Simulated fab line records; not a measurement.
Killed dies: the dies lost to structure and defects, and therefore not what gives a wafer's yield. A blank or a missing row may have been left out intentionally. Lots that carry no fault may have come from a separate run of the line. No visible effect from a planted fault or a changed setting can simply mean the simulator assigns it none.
Which tool was responsible? -- flow gf180mcu -- Sampling: 13 lots, 39 wafers, 3 of 602 route steps

== WHAT THE GAUGES READ, wafer by wafer ==
GF_HV_LDD_CD_MEAS_19: target cd 400 nm.
lot,measured,on,cd-nm (nm)
L728,day 10 20:15,cd-sem-02,399.3 399.7 397.6
L730,day 11 10:02,cd-sem-01,393.6 395.2 392.1
L729,day 11 14:10,cd-sem-01,399.8 401.8 400.7
L732,day 12 03:54,cd-sem-01,400.4 402.8 402.9
L733,day 12 09:06,cd-sem-02,397.3 397.9 397.5
L737,day 13 15:01,cd-sem-02,- - -
L740,day 14 15:20,cd-sem-01,397.8 399.1 396.7
L745,day 16 04:27,cd-sem-01,401.4 400.6 399.9
L746,day 16 12:48,cd-sem-01,398.1 399.5 395.9
L748,day 17 08:55,cd-sem-02,403.7 403.1 403.8
L749,day 17 11:29,cd-sem-01,399.1 398.3 398.5
L750,day 17 17:57,cd-sem-02,400.6 401.4 401.3
L751,day 18 06:38,cd-sem-01,399.6 397.3 397.4

GF_HV_LDD_TW_MEAS_23.
lot,measured,on,HV_LDD_2_TW
L728,day 10 20:40,film-metro-04,1047 1044 1044
L730,day 11 10:26,film-metro-02,1055 1052 1055
L729,day 11 14:37,film-metro-02,1053 1058 1057
L732,day 12 04:18,film-metro-03,1044 1037 1043
L733,day 12 09:30,film-metro-03,1035 1040 1041
L737,day 13 15:23,film-metro-02,30 30 30 30 30 30
L740,day 14 15:43,film-metro-02,1068 1061 1066
L745,day 16 04:51,film-metro-02,1059 1062 1057
L746,day 16 13:12,film-metro-04,1051 1045 1050
L748,day 17 09:19,film-metro-03,1034 1027 1031
L749,day 17 11:53,film-metro-04,1058 1057 1054
L750,day 17 18:22,film-metro-02,1067 1064 1062
L751,day 18 07:04,film-metro-04,1053 1053 1043

== WHICH TOOL RAN EACH LOT (tool, then ch and the chambers of the sampled wafers, then the start) ==
lot,GF_HV_LDD_EXPOSE_16
L728,"iline-stepper-02 ch 0, day 10 11:21"
L730,"iline-stepper-01 ch 0, day 11 01:22"
L729,"iline-stepper-01 ch 0, day 11 04:28"
L732,"iline-stepper-01 ch 0, day 11 19:06"
L733,"iline-stepper-02 ch 0, day 12 00:09"
L737,"iline-stepper-02 ch 0, day 13 05:23"
L740,"iline-stepper-02 ch 0, day 14 04:55"
L745,"iline-stepper-01 ch 0, day 15 17:45"
L746,"iline-stepper-01 ch 0, day 16 01:52"
L748,"iline-stepper-01 ch 0, day 16 21:23"
L749,"iline-stepper-01 ch 0, day 17 00:06"
L750,"iline-stepper-02 ch 0, day 17 06:32"
L751,"iline-stepper-01 ch 0, day 17 18:46"
- GF_HV_LDD_EXPOSE_16: exposes mask Pplus LV AREA, target cd 400 nm.

== WHAT THE TOOLS THEMSELVES READ (means of the sampled wafers that have a number; where no wafer has one, the mark that the record gives instead) ==
GF_HV_LDD_EXPOSE_16.
lot,tool,focus-offset-nm (nm)
L728,iline-stepper-02,0.4
L730,iline-stepper-01,-0.1
L729,iline-stepper-01,0.5
L732,iline-stepper-01,-0.1
L733,iline-stepper-02,0.1
L737,iline-stepper-02,-0.1
L740,iline-stepper-02,0.0
L745,iline-stepper-01,0.1
L746,iline-stepper-01,0.3
L748,iline-stepper-01,0.4
L749,iline-stepper-01,-0.4
L750,iline-stepper-02,0.4
L751,iline-stepper-01,0.4

== THE ANSWER, worked out from the rows above alone ==
Rule: usual is defined by the lots themselves. The widest of any qualifying gaps counts: lots, ordered by their means at a reading, are off when they make up no more than a third of the lots, leave a main group of 4 or more, and stand apart from it by 3 or more times the standard deviation of that group's means. A main group is skipped when, at the precision printed for the reading in the tables above, its means are all equal. A lot without any number at a reading at which 4 lots or more have one is off too. The other lots that the step has rows for count as sound. Order of review: gauges by route order, followed by the tools' own readings, for which a lot's mean as printed above is used. The first step at which some lot is off is used, and at that step the reading that is off furthest; a lot without a number counts as furthest.
Off: L737 (GF_HV_LDD_CD_MEAS_19, cd-nm). Without a number there: L737. For the main group the mean is 399.2 nm and the standard deviation 2.5.
If a tool, at a process step before that reading, ran all the lots that are off and no sound lot after the first of them, it fits. Not tried: the gauges at GF_HV_LDD_CD_MEAS_19; whatever is off there is also off at GF_HV_LDD_TW_MEAS_23, on other tools, and gauge error can't account for it. Of those tried, none fits.

== WHAT THE SIMULATOR HAD PUT IN ==
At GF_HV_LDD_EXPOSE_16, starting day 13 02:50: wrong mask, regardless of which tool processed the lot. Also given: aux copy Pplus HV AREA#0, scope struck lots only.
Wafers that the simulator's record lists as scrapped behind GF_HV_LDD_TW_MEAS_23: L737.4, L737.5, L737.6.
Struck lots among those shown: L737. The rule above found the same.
